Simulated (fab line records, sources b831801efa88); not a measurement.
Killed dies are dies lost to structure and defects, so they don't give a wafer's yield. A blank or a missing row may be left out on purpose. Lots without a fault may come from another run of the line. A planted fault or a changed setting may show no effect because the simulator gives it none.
Which tool did it? | flow gf180mcu | 7 lots, 21 wafers sampled, at 3 steps of a route of 602

WHAT THE GAUGES READ, wafer by wafer
GF_TOP_METAL_CD_MEAS_14: target cd 440 nm.
lot  | measured     | on        | cd_nm (nm)
L986 | day 28 13:50 | cd_sem-01 | 440.1 439.8 439.3
L988 | day 29 05:20 | cd_sem-01 | 442.2 439.9 438.6
L990 | day 29 21:59 | cd_sem-02 | 440.8 442.4 439.6
L996 | day 31 18:28 | cd_sem-02 | 440.7 442.6 438.5
L998 | day 32 04:11 | cd_sem-02 | 440.3 441.8 442.8
L103 | day 33 07:29 | cd_sem-02 | 441.2 444.5 443.6
L105 | day 33 20:04 | cd_sem-02 | 442.7 442.7 442.7

WHICH TOOL RAN EACH LOT (tool, then ch and the chambers of the sampled wafers, then the start)
lot  | GF_MIM_STRIP_21                 | GF_TOP_METAL_SPUTTER_01
L986 | wet_bench-04 ch 1, day 25 20:23 | pvd_sputter-02, day 27 17:16
L988 | wet_bench-01 ch 0, day 26 14:44 | pvd_sputter-02, day 28 10:02
L990 | wet_bench-01 ch 2, day 27 07:45 | pvd_sputter-02, day 29 02:44
L996 | wet_bench-04 ch 2, day 29 08:40 | pvd_sputter-03, day 31 00:59
L998 | wet_bench-01 ch 1, day 29 19:08 | pvd_sputter-04, day 31 11:36
L103 | wet_bench-04 ch 1, day 31 01:44 | pvd_sputter-02, day 32 15:41
L105 | wet_bench-01 ch 0, day 31 14:35 | pvd_sputter-04, day 33 03:53
- GF_MIM_STRIP_21: strips in post etch residue remover, time 1200 s.
- GF_TOP_METAL_SPUTTER_01: material TiN, target thk 30 nm, time 25 s.

THE ANSWER, worked out from the rows above alone
Rule: what is usual is taken from the lots themselves. Put in order of their means at a reading, lots are off if they are a third of the lots or fewer, leave a main group of 4 or more, and stand apart from it by a gap of 3 or more times the standard deviation of the main group's means; of several such gaps the widest counts. A main group whose means are all the same, to the digits that the tables above print for the reading, isn't used. A lot without any number at a reading at which 4 lots or more have one is off too. The other lots that the step has rows for count as sound.
No lot is off at any reading shown: from this, nothing can be told.

WHAT THE SIMULATOR HAD PUT IN
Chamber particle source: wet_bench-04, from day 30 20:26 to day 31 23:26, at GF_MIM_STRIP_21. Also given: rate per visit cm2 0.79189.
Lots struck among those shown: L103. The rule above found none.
